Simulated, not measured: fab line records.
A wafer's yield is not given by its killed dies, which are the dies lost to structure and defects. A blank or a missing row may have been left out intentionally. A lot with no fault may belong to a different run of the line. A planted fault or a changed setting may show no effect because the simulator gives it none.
The tool behind it: which one?	flow gf180mcu	72 wafers from 24 lots sampled at 6 of the route's 602 steps

== WHAT THE GAUGES READ, wafer by wafer ==
Not one reading of a measure or inspect step in the record can be checked against a usual standard deviation.

== WHAT TOOL EACH LOT RAN ON (gives the tool, then ch and the chambers of the sampled wafers, and finally the start) ==
lot	GF_STI_ETCH_13	GF_STI_CMP_25	GF_V1_SPUTTER_21	GF_V3_CMP_26	GF_M4_SPUTTER_01	GF_PASSIVATION_CVD_00
L074	rie diel-04 ch 0,2,3, day 2 01:04	cmp-01 ch 0,2,3, day 2 04:08	pvd sputter-01, day 17 20:37	cmp-02 ch 0,1,3, day 22 03:41	pvd sputter-01, day 22 03:56	pecvd-02 ch 0,1,2, day 27 22:25
L075	rie diel-04 ch 1,2,3, day 2 06:14	cmp-02 ch 1,2, day 2 09:15	pvd sputter-01, day 18 02:42	cmp-02 ch 0,1, day 22 08:58	pvd sputter-01, day 22 09:22	pecvd-02 ch 0,1,2, day 28 01:22
L076	rie diel-04 ch 0,1,2, day 2 11:32	cmp-02 ch 0,1,3, day 2 13:59	pvd sputter-04, day 18 12:34	cmp-01 ch 0,1,3, day 22 19:32	pvd sputter-01, day 22 19:47	pecvd-01 ch 0,2, day 28 11:02
L077	rie diel-03 ch 0,1,3, day 2 17:29	cmp-02 ch 0,1,2, day 3 00:45	pvd sputter-02, day 19 23:35	cmp-01 ch 2,3, day 24 03:56	pvd sputter-03, day 24 04:17	pecvd-04 ch 0,1,2, day 29 12:26
L078	rie diel-03 ch 0,2,3, day 2 22:11	cmp-01 ch 0,1,3, day 3 00:40	pvd sputter-04, day 19 17:35	cmp-02 ch 0,2,3, day 23 21:55	pvd sputter-04, day 23 22:19	pecvd-01 ch 0,1,2, day 29 08:13
L079	rie diel-03 ch 0,1, day 3 02:52	cmp-02 ch 0,1,2, day 3 08:46	pvd sputter-01, day 20 14:02	cmp-02 ch 1,2, day 24 17:52	pvd sputter-01, day 24 18:13	pecvd-04 ch 0,2, day 30 01:56
L080	rie diel-01 ch 0,1,2, day 3 11:25	cmp-01 ch 0,1,3, day 3 19:46	pvd sputter-04, day 21 04:01	cmp-02 ch 0,2,3, day 25 05:58	pvd sputter-03, day 25 06:22	pecvd-01 ch 1,2, day 30 11:29
L081	rie diel-03 ch 1,3, day 3 18:31	cmp-01 ch 0,2,3, day 3 23:50	pvd sputter-02, day 21 17:50	cmp-02 ch 0,2, day 25 18:23	pvd sputter-04, day 25 18:47	pecvd-01 ch 1,2, day 30 23:43
L082	rie diel-01 ch 0,2,3, day 3 18:44	cmp-02 ch 2,3, day 3 23:42	pvd sputter-02, day 21 14:35	cmp-01 ch 1,2, day 25 15:28	pvd sputter-03, day 25 15:52	pecvd-04 ch 0,1, day 30 19:22
L083	rie diel-04 ch 0,1,2, day 4 03:25	cmp-02 ch 0,2,3, day 4 08:50	pvd sputter-02, day 22 09:01	cmp-01 ch 0,1,3, day 26 08:04	pvd sputter-01, day 26 08:22	pecvd-02 ch 0,1, day 31 09:25
L084	rie diel-01 ch 1,3, day 4 09:07	cmp-02 ch 2,3, day 4 15:56	pvd sputter-01, day 22 13:10	cmp-01 ch 1,3, day 26 10:28	pvd sputter-01, day 26 10:52	pecvd-01 ch 0,1,2, day 31 12:01
L085	rie diel-01 ch 1,2,3, day 4 12:47	cmp-02 ch 0,2,3, day 4 16:14	pvd sputter-02, day 22 15:46	cmp-02 ch 0,3, day 26 12:54	pvd sputter-04, day 26 13:18	pecvd-04 ch 0,2, day 31 14:55
L086	rie diel-03 ch 0,1,3, day 4 16:37	cmp-01 ch 1,3, day 4 20:58	pvd sputter-01, day 22 23:59	cmp-01 ch 0,2,3, day 26 20:27	pvd sputter-04, day 26 20:45	pecvd-04 ch 1,2, day 31 22:16
L087	rie diel-03 ch 0,1,3, day 4 21:44	cmp-02 ch 0,2,3, day 5 00:37	pvd sputter-04, day 23 03:17	cmp-01 ch 0,1,3, day 27 01:09	pvd sputter-01, day 27 01:27	pecvd-02 ch 0,1,2, day 32 02:04
L088	rie diel-03 ch 0,1,3, day 5 03:41	cmp-01 ch 0,1,3, day 5 05:38	pvd sputter-01, day 23 11:14	cmp-02 ch 0,1,2, day 27 06:20	pvd sputter-01, day 27 06:44	pecvd-04 ch 0,1,2, day 32 03:55
L089	rie diel-03 ch 1,3, day 5 09:01	cmp-02 ch 1,3, day 5 11:20	pvd sputter-04, day 23 23:26	cmp-02 ch 1,3, day 27 17:40	pvd sputter-03, day 27 18:04	pecvd-04 ch 1,2, day 32 15:51
L090	rie diel-03 ch 1,2,3, day 5 14:26	cmp-02 ch 1,3, day 5 17:44	pvd sputter-01, day 24 08:16	cmp-01 ch 1,3, day 28 01:29	pvd sputter-03, day 28 01:50	pecvd-04 ch 0,1, day 32 21:52
L091	rie diel-04 ch 1,2, day 5 16:41	cmp-02 ch 0,1,2, day 5 18:58	pvd sputter-02, day 24 08:53	cmp-02 ch 0,1,3, day 28 02:14	pvd sputter-04, day 28 02:32	pecvd-01 ch 0,1,2, day 32 22:10
L092	rie diel-04 ch 0,1,2, day 5 22:17	cmp-01 ch 1,2, day 6 00:16	pvd sputter-02, day 24 17:51	cmp-02 ch 0,2,3, day 28 10:01	pvd sputter-04, day 28 10:25	pecvd-02 ch 0,2, day 33 06:07
L093	rie diel-03 ch 0,1, day 6 04:05	cmp-02 ch 2,3, day 6 07:08	pvd sputter-01, day 25 01:40	cmp-02 ch 0,3, day 28 16:52	pvd sputter-03, day 28 17:13	pecvd-02 ch 0,1,2, day 33 10:40
L094	rie diel-03 ch 0,2,3, day 6 08:53	cmp-02 ch 0,1,3, day 6 10:50	pvd sputter-04, day 25 10:33	cmp-01 ch 0,3, day 29 00:33	pvd sputter-01, day 29 00:54	pecvd-04 ch 0,2, day 33 16:38
L095	rie diel-03 ch 0,1,2, day 6 14:05	cmp-01 ch 1,2, day 6 16:01	pvd sputter-04, day 25 11:34	cmp-01 ch 1,3, day 29 02:54	pvd sputter-01, day 29 03:15	pecvd-04 ch 0,1,2, day 33 18:43
L096	rie diel-03 ch 0,2, day 6 19:43	cmp-02 ch 0,1,2, day 6 22:27	pvd sputter-01, day 25 20:16	cmp-02 ch 1,3, day 29 09:06	pvd sputter-01, day 29 09:30	pecvd-04 ch 0,1,2, day 34 01:10
L097	rie diel-01 ch 0,1, day 7 01:29	cmp-02 ch 1,2, day 7 03:37	pvd sputter-04, day 26 03:43	cmp-01 ch 0,1,2, day 29 15:46	pvd sputter-04, day 29 16:10	pecvd-02 ch 1,2, day 34 05:11
- GF_STI_ETCH_13: etches the open film in CHF3/O2, stops on Si, target depth 282.31 nm, time 112.9 s.
- GF_STI_CMP_25: polishes, stops on Si3N4, t overpolish 33 s, target thk 524.6 nm.
- GF_V1_SPUTTER_21: material Ti, target thk 15 nm, time 80.02 s.
- GF_V3_CMP_26: polishes, stops on SiO2, t overpolish 15 s, target thk 0 nm.
- GF_M4_SPUTTER_01: material TiN, target thk 30 nm, time 25 s.
- GF_PASSIVATION_CVD_00: deposits SiO2 from TEOS, target thk 1000 nm, time 111.95 s.

== AS READ BY THE TOOLS THEMSELVES (means over the sampled wafers that have a number; for cases with no such wafer, the mark the record gives instead) ==
GF_STI_ETCH_13. Usual: drypump motor current A 5.6 A, standard deviation 0.4; oes product au 0.832 a.u., standard deviation 0.0063; throttle valve pct 8.810 %, standard deviation 0.0094.
lot	tool	drypump motor current A (A)	oes product au (a.u.)	throttle valve pct (%)	flag
L074	rie diel-04	5.6	0.828	8.811	
L075	rie diel-04	5.8	0.831	8.816	
L076	rie diel-04	5.6	0.827	8.818	
L077	rie diel-03	5.6	0.835	8.816	
L078	rie diel-03	5.4	0.831	8.806	
L079	rie diel-03	5.7	0.832	8.814	
L080	rie diel-01	5.9	0.829	8.805	
L081	rie diel-03	5.2	0.826	8.815	
L082	rie diel-01	5.9	0.832	8.812	
L083	rie diel-04	5.6	0.831	8.800	
L084	rie diel-01	5.9	0.828	8.807	
L085	rie diel-01	5.9	0.835	8.815	
L086	rie diel-03	5.5	0.832	8.810	
L087	rie diel-03	5.5	0.829	8.809	
L088	rie diel-03	5.6	0.830	8.812	
L089	rie diel-03	5.2	0.837	8.824	
L090	rie diel-03	5.3	0.832	8.805	
L091	rie diel-04	5.5	0.841	8.813	
L092	rie diel-04	5.6	0.833	8.802	
L093	rie diel-03	5.8	0.839	8.813	
L094	rie diel-03	5.4	0.829	8.805	
L095	rie diel-03	5.7	0.842	8.817	
L096	rie diel-03	5.8	0.825	8.817	
L097	rie diel-01	5.9	0.835	8.809	

GF_STI_CMP_25. Usual: head pressure psi 4.001 psi, standard deviation 0.0087; motor current A 12.3 A, standard deviation 1.4; overpolish run s 33.000 s, standard deviation 0.0086; time to endpoint s 125 s, standard deviation 3.8.
lot	tool	head pressure psi (psi)	motor current A (A)	overpolish run s (s)	time to endpoint s (s)	flag
L074	cmp-01	4.002	11.7	33.008	122	
L075	cmp-02	3.993	13.3	33.001	132	
L076	cmp-02	3.986	12.2	33.005	128	
L077	cmp-02	4.007	13.1	33.001	125	
L078	cmp-01	4.009	11.8	32.995	126	
L079	cmp-02	4.004	12.8	32.998	130	
L080	cmp-01	4.000	11.5	33.000	124	
L081	cmp-01	4.006	11.5	32.990	126	
L082	cmp-02	4.009	12.4	33.010	128	
L083	cmp-02	4.003	12.1	32.999	120	
L084	cmp-02	4.002	13.0	32.998	123	
L085	cmp-02	4.000	12.2	33.001	123	
L086	cmp-01	4.005	11.3	32.997	129	
L087	cmp-02	4.000	11.9	33.002	127	
L088	cmp-01	3.998	12.2	33.006	124	
L089	cmp-02	4.003	13.2	33.000	126	
L090	cmp-02	4.006	13.7	33.001	121	
L091	cmp-02	4.003	12.6	33.002	126	
L092	cmp-01	4.009	11.5	33.001	126	
L093	cmp-02	3.996	12.9	33.000	120	
L094	cmp-02	4.003	12.8	33.004	123	
L095	cmp-01	3.998	11.1	32.994	124	
L096	cmp-02	3.999	12.8	33.002	126	
L097	cmp-02	4.001	14.3	33.005	124	

GF_V1_SPUTTER_21. Usual: 30.1 % for throttle valve pct, sd 1.
lot	tool	throttle valve pct (%)	flag
L074	pvd sputter-01	31.0	
L075	pvd sputter-01	31.7	
L076	pvd sputter-04	29.9	
L077	pvd sputter-02	30.1	
L078	pvd sputter-04	29.8	
L079	pvd sputter-01	30.9	
L080	pvd sputter-04	29.3	
L081	pvd sputter-02	29.9	
L082	pvd sputter-02	30.0	
L083	pvd sputter-02	29.8	
L084	pvd sputter-01	30.9	
L085	pvd sputter-02	29.6	
L086	pvd sputter-01	30.5	
L087	pvd sputter-04	29.5	
L088	pvd sputter-01	30.5	
L089	pvd sputter-04	29.3	
L090	pvd sputter-01	31.5	
L091	pvd sputter-02	29.9	
L092	pvd sputter-02	29.6	
L093	pvd sputter-01	30.5	
L094	pvd sputter-04	29.0	
L095	pvd sputter-04	29.9	
L096	pvd sputter-01	30.2	
L097	pvd sputter-04	29.7	

GF_V3_CMP_26. Usual: head pressure psi 3.500 psi, standard deviation 0.0084; motor current A 11.2 A, standard deviation 1.2; overpolish run s 14.999 s, standard deviation 0.01; time to endpoint s 86 s, standard deviation 3.3.
lot	tool	head pressure psi (psi)	motor current A (A)	overpolish run s (s)	time to endpoint s (s)	flag
L074	cmp-02	3.498	12.0	14.999	91	
L075	cmp-02	3.495	11.1	15.002	89	
L076	cmp-01	3.495	11.0	14.998	81	
L077	cmp-01	3.502	9.7	15.003	87	
L078	cmp-02	3.502	11.0	14.997	91	
L079	cmp-02	3.506	13.1	14.991	89	
L080	cmp-02	3.501	11.1	14.995	86	
L081	cmp-02	3.502	11.0	14.990	90	
L082	cmp-01	3.497	10.2	14.993	84	
L083	cmp-01	3.502	10.9	15.000	81	
L084	cmp-01	3.504	10.1	15.005	84	
L085	cmp-02	3.497	11.3	14.996	85	
L086	cmp-01	3.503	10.6	14.999	86	
L087	cmp-01	3.497	11.1	14.998	84	
L088	cmp-02	3.495	11.3	15.009	87	
L089	cmp-02	3.504	12.4	15.007	83	
L090	cmp-01	3.500	10.5	14.992	86	
L091	cmp-02	3.502	11.4	14.999	83	
L092	cmp-02	3.496	11.4	15.005	85	
L093	cmp-02	3.505	10.6	15.006	82	
L094	cmp-01	3.499	10.9	15.000	88	
L095	cmp-01	3.507	10.2	15.002	86	
L096	cmp-02	3.497	12.5	15.000	86	
L097	cmp-01	3.504	10.9	14.996	86	

GF_M4_SPUTTER_01. Usual: 30.2 % for throttle valve pct, sd 1.1.
lot	tool	throttle valve pct (%)	flag
L074	pvd sputter-01	31.5	
L075	pvd sputter-01	31.3	
L076	pvd sputter-01	31.4	
L077	pvd sputter-03	30.4	
L078	pvd sputter-04	29.9	
L079	pvd sputter-01	30.5	
L080	pvd sputter-03	30.1	
L081	pvd sputter-04	29.6	
L082	pvd sputter-03	30.0	
L083	pvd sputter-01	30.7	
L084	pvd sputter-01	31.3	
L085	pvd sputter-04	29.6	
L086	pvd sputter-04	28.8	
L087	pvd sputter-01	31.8	
L088	pvd sputter-01	31.2	
L089	pvd sputter-03	29.3	
L090	pvd sputter-03	29.4	
L091	pvd sputter-04	29.0	
L092	pvd sputter-04	29.3	
L093	pvd sputter-03	29.5	
L094	pvd sputter-01	30.5	
L095	pvd sputter-01	31.8	
L096	pvd sputter-01	30.6	
L097	pvd sputter-04	29.6	

GF_PASSIVATION_CVD_00. Usual: 632 W for heater power w, sd 100.
lot	tool	heater power w (W)	flag
L074	pecvd-02	773	
L075	pecvd-02	686	
L076	pecvd-01	594	
L077	pecvd-04	623	
L078	pecvd-01	586	
L079	pecvd-04	625	
L080	pecvd-01	636	
L081	pecvd-01	575	
L082	pecvd-04	600	
L083	pecvd-02	744	
L084	pecvd-01	591	
L085	pecvd-04	617	
L086	pecvd-04	569	
L087	pecvd-02	673	
L088	pecvd-04	576	
L089	pecvd-04	543	
L090	pecvd-04	564	
L091	pecvd-01	597	
L092	pecvd-02	775	
L093	pecvd-02	756	
L094	pecvd-04	629	
L095	pecvd-04	590	
L096	pecvd-04	555	
L097	pecvd-02	688	

== THE ANSWER, worked out from the rows above alone ==
Rule: a lot counts as off when the mean over its wafers that have a number is more than 3 standard deviations away from the usual mean. Also off: a lot with no number at a reading for which 4 or more lots have one. Any other lot the step has rows for is counted as sound. First the gauges in route order, then the tools' own readings, where a lot's mean is used as printed above. The first step at which some lot is off is used, and at that step the reading that is off furthest; a lot without a number counts as furthest.
No lot is off on any of the readings shown, so nothing can be concluded from this.

== WHAT THE SIMULATOR HAD PUT IN ==
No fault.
